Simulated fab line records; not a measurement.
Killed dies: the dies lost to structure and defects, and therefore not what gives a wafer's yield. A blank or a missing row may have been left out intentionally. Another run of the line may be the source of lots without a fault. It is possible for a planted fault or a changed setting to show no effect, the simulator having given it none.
Which of the tools did it? + flow sky130 + 12 lots with 36 wafers sampled at 3 steps, on a route of 708 steps

== WHAT THE GAUGES SHOWED, per wafer ==
SKY_LDD_HVP_OVL_MEAS_07. Usual: LDD_HVP_OVL -0.5 nm, standard deviation 1.4.
| lot  | measured     | on         | LDD_HVP_OVL (nm) | flag |
|------|--------------|------------|------------------|------|
| L487 | day 23 09:10 | overlay-01 | -0.3 -0.2 -1.1   |      |
| L490 | day 23 08:13 | overlay-01 | -2.6 -0.3 0.3    |      |
| L491 | day 23 09:27 | overlay-02 | -0.9 -1.1 -1.5   |      |
| L492 | day 23 14:46 | overlay-01 | -1.9 -0.7 -1.8   |      |
| L493 | day 23 20:16 | overlay-02 | 0.6 -1.1 -1.1    |      |
| L501 | day 27 11:01 | overlay-02 | -1.2 -1.7 -0.6   |      |
| L502 | day 28 03:34 | overlay-02 | -0.7 0.4 -0.9    |      |
| L505 | day 28 08:25 | overlay-02 | -0.6 -0.2 0.4    |      |
| L506 | day 28 18:43 | overlay-01 | 0.8 0.8 -1.3     |      |
| L507 | day 29 00:04 | overlay-02 | -0.5 0.1 -0.5    |      |
| L508 | day 29 14:50 | overlay-01 | -0.9 -1.0 -0.5   |      |
| L510 | day 30 00:19 | overlay-01 | 0.1 -0.5 -2.1    |      |

== WHAT TOOL EACH LOT RAN ON (gives the tool, then ch and the chambers of the sampled wafers, and finally the start) ==
| lot  | SKY_VT_ADJUST_LVTN_STRIP_09          | SKY_GATE_OXIDE_EXPOSE_07            |
|------|--------------------------------------|-------------------------------------|
| L487 | plasma asher-03 ch 0,1, day 7 13:10  | iline stepper-02 ch 0, day 14 07:46 |
| L490 | plasma asher-01 ch 0,1, day 7 14:47  | iline stepper-01 ch 0, day 14 07:25 |
| L491 | plasma asher-01 ch 0,1, day 8 02:30  | iline stepper-01 ch 0, day 14 18:59 |
| L492 | plasma asher-01 ch 0,1, day 8 04:38  | iline stepper-01 ch 0, day 15 01:32 |
| L493 | plasma asher-03 ch 0,1, day 8 11:48  | iline stepper-01 ch 0, day 15 10:06 |
| L501 | plasma asher-03 ch 0,1, day 11 06:00 | iline stepper-01 ch 0, day 18 23:28 |
| L502 | plasma asher-03 ch 0,1, day 11 20:15 | iline stepper-02 ch 0, day 19 16:44 |
| L505 | plasma asher-01 ch 0,1, day 12 05:39 | iline stepper-01 ch 0, day 19 23:58 |
| L506 | plasma asher-03 ch 0, day 12 10:12   | iline stepper-01 ch 0, day 20 11:43 |
| L507 | plasma asher-01 ch 0,1, day 12 14:11 | iline stepper-01 ch 0, day 20 17:11 |
| L508 | plasma asher-01 ch 0,1, day 13 05:11 | iline stepper-01 ch 0, day 21 09:20 |
| L510 | plasma asher-04 ch 0,1, day 13 13:53 | iline stepper-01 ch 0, day 21 16:09 |
- SKY_VT_ADJUST_LVTN_STRIP_09: strips in O2/N2.
- SKY_GATE_OXIDE_EXPOSE_07: exposes mask LVOM, target cd 600 nm.

== AS READ BY THE TOOLS THEMSELVES (means over the sampled wafers that have a number; for cases with no such wafer, the mark the record gives instead) ==
SKY_VT_ADJUST_LVTN_STRIP_09. Usual: drypump motor current A 5.4 A, standard deviation 0.44; o2 flow sccm 3002 sccm, standard deviation 9; oes product au 0.722 a.u., standard deviation 0.0046; strip time to endpoint s 36.93 s, standard deviation 0.098.
| lot  | tool            | drypump motor current A (A) | o2 flow sccm (sccm) | oes product au (a.u.) | strip time to endpoint s (s) | flag |
|------|-----------------|-----------------------------|---------------------|-----------------------|------------------------------|------|
| L487 | plasma asher-03 | 5.3                         | 2995                | 0.722                 | 37.02                        |      |
| L490 | plasma asher-01 | 5.5                         | 2995                | 0.722                 | 36.98                        |      |
| L491 | plasma asher-01 | 5.2                         | 3004                | 0.721                 | 36.99                        |      |
| L492 | plasma asher-01 | 5.5                         | 2996                | 0.726                 | 36.98                        |      |
| L493 | plasma asher-03 | 5.3                         | 2996                | 0.724                 | 36.89                        |      |
| L501 | plasma asher-03 | 5.3                         | 3010                | 0.722                 | 37.08                        |      |
| L502 | plasma asher-03 | 5.3                         | 3008                | 0.718                 | 36.88                        |      |
| L505 | plasma asher-01 | 5.5                         | 3004                | 0.724                 | 37.05                        |      |
| L506 | plasma asher-03 | 6.0                         | 3007                | 0.725                 | 36.89                        |      |
| L507 | plasma asher-01 | 5.2                         | 2999                | 0.717                 | 36.92                        |      |
| L508 | plasma asher-01 | 5.2                         | 3006                | 0.722                 | 37.05                        |      |
| L510 | plasma asher-04 | 5.3                         | 2997                | 0.715                 | 36.88                        |      |

SKY_GATE_OXIDE_EXPOSE_07. Usual: focus offset nm reads -0.1 nm (standard deviation 0.57).
| lot  | tool             | focus offset nm (nm) | flag |
|------|------------------|----------------------|------|
| L487 | iline stepper-02 | -0.1                 |      |
| L490 | iline stepper-01 | -0.7                 |      |
| L491 | iline stepper-01 | 0.2                  |      |
| L492 | iline stepper-01 | -0.4                 |      |
| L493 | iline stepper-01 | -1.2                 |      |
| L501 | iline stepper-01 | -0.2                 |      |
| L502 | iline stepper-02 | 0.6                  |      |
| L505 | iline stepper-01 | 0.0                  |      |
| L506 | iline stepper-01 | -0.5                 |      |
| L507 | iline stepper-01 | -0.2                 |      |
| L508 | iline stepper-01 | -0.3                 |      |
| L510 | iline stepper-01 | -0.1                 |      |

== THE ANSWER, worked out from the rows above alone ==
Rule: take the mean of a lot's wafers that have a number; if it is more than 3 standard deviations from the usual mean, the lot is off. Also off: a lot with no number at a reading for which 4 or more lots have one. Any other lot the step has rows for is counted as sound. After the gauges, taken in route order, come the tools' own readings; for these a lot's mean is taken, as printed above. The first step at which some lot is off is used, and at that step the reading that is off furthest; a lot without a number counts as furthest.
Nothing can be told from this: no lot is off at any reading shown.

== WHAT THE SIMULATOR HAD PUT IN ==
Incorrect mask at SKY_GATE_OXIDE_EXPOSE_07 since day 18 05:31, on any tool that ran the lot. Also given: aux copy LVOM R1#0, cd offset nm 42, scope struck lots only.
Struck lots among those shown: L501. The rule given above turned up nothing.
